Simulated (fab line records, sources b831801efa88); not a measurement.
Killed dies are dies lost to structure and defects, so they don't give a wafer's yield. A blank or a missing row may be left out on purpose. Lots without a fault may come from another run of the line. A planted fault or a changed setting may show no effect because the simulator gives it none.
One fault seen from 2 desks | flow gf180mcu | each desk has only its own numbers; what lay behind them comes last

THE METROLOGY DESK
What the gauges read, lot by lot, whatever tool the lot ran on: means of the sampled wafers that have a number. A lot is out of limits, marked OUT, if its mean lies more than 4 standard deviations from the usual mean; the brackets give that distance.
Columns: A = MVPSD_TW at GF_MVPSD_TW_MEAS_11, usual 548; B = VT_IMPLANT_TW at GF_VT_IMPLANT_TW_MEAS_10, usual 564; C = MVPSD_RS at GF_VT_IMPLANT_RS_MEAS_49, usual 1178.0 ohm/sq
lot  | first seen here | A   | B   | C
L254 | day 5 06:35     | 546 | 564 | 1176.7
L255 | day 5 12:08     | 542 | 565 | 1178.6
L256 | day 5 16:14     | 562 | 564 | -
L262 | day 7 10:52     | 568 | 566 | -
L267 | day 8 14:20     | 552 | 561 | 1180.2
L268 | day 8 19:20     | 552 | 559 | 1180.2
L269 | day 9 07:43     | 543 | 568 | 1178.2
L271 | day 9 12:14     | 552 | 568 | 1177.4
L273 | day 10 00:19    | 537 | 565 | 1177.9
L274 | day 10 07:11    | 543 | 569 | 1172.6
L275 | day 10 13:21    | 555 | 566 | 1176.6
L276 | day 10 21:59    | 539 | 571 | 1179.7
This desk's finding: nothing out of limits on any of the 12 lots.

THE TOOL OWNER'S DESK: implanter-02
The tool's own readings at GF_MVPSD_IMPLANT_09: means of the sampled wafers that have a number, for each lot that ran on this tool. A lot is out of limits, marked OUT, if its mean lies more than 4 standard deviations from the usual mean; the brackets give that distance.
Columns: A = tilt_deg at GF_MVPSD_IMPLANT_09, usual -0.004 degrees
lot  | first seen here | A
L254 | day 5 06:20     | -0.005
L255 | day 5 11:53     | 0.005
L256 | day 5 15:59     | 14.391 (+99 or more) OUT
L262 | day 7 10:40     | 14.394 (+99 or more) OUT
L276 | day 10 21:44    | -0.027
This desk's finding: out of limits on L256, L262; first on L256, day 5 15:59 (tilt_deg at GF_MVPSD_IMPLANT_09). In limits: L254, L255, L276.

PUT TOGETHER
The tool owner's desk could have raised an alarm at day 5 15:59, on L256, L262.
The metrology desk saw nothing out of limits.
The metrology desk has L256, L262 on record, within its limits.
Of the lots named, all ran GF_MVPSD_IMPLANT_09 on implanter-02.

WHAT THE SIMULATOR HAD PUT IN
Process parameter drift: implanter-02, from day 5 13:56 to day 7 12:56, at GF_MVPSD_IMPLANT_09. Setting tilt_deg, moved by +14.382, from 0. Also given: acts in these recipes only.
Lots struck among those shown: L256, L262.
Hours from the fault's start to each desk's first reading out of limits: the tool owner's desk, 2.
